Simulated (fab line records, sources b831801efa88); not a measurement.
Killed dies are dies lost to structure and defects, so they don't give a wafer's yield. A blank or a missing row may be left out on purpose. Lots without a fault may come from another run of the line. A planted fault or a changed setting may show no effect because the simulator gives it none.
Which tool did it? | flow sky130 | 6 lots, 18 wafers sampled, at 3 steps of a route of 708

WHAT THE GAUGES READ, wafer by wafer
SKY_FIELD_ISO_THK_MEAS_23.
lot  | measured    | on            | FIELD_ISO_OXIDATION_01_THK (nm)
L550 | day 3 02:20 | film_metro-03 | 10.06 9.97 10.01
L552 | day 3 13:06 | film_metro-01 | 9.79 9.92 9.84
L557 | day 4 16:25 | film_metro-04 | 9.79 9.51 9.54
L559 | day 5 02:22 | film_metro-01 | 13.01 12.90 12.87
L561 | day 5 14:40 | film_metro-04 | 13.24 13.21 13.12
L563 | day 6 00:00 | film_metro-04 | 13.25 13.32 13.29

WHICH TOOL RAN EACH LOT (tool, then ch and the chambers of the sampled wafers, then the start)
lot  | SKY_FIELD_ISO_ETCH_15             | SKY_FIELD_ISO_OXIDATION_22
L550 | rie_diel-02 ch 1,2, day 3 00:39   | furnace-02 ch 0, day 3 01:09
L552 | rie_diel-04 ch 1,3, day 3 11:23   | furnace-02 ch 0, day 3 11:55
L557 | rie_diel-04 ch 0,1,3, day 4 14:43 | furnace-02 ch 0, day 4 15:14
L559 | rie_diel-04 ch 0,1,3, day 5 00:40 | furnace-02 ch 0, day 5 01:10
L561 | rie_diel-03 ch 1,2,3, day 5 11:33 | furnace-02 ch 0, day 5 13:29
L563 | rie_diel-04 ch 0,1, day 5 20:41   | furnace-02 ch 0, day 5 22:49
- SKY_FIELD_ISO_ETCH_15: etches the open film in CHF3/O2, stops on Si, target depth 180 nm, time 72 s.
- SKY_FIELD_ISO_OXIDATION_22: stabilise 600 s, purge 300 s, target thk 10 nm.

THE ANSWER, worked out from the rows above alone
Rule: what is usual is taken from the lots themselves. Put in order of their means at a reading, lots are off if they are a third of the lots or fewer, leave a main group of 4 or more, and stand apart from it by a gap of 3 or more times the standard deviation of the main group's means; of several such gaps the widest counts. A main group whose means are all the same, to the digits that the tables above print for the reading, isn't used. A lot without any number at a reading at which 4 lots or more have one is off too. The other lots that the step has rows for count as sound.
No lot is off at any reading shown: from this, nothing can be told.

WHAT THE SIMULATOR HAD PUT IN
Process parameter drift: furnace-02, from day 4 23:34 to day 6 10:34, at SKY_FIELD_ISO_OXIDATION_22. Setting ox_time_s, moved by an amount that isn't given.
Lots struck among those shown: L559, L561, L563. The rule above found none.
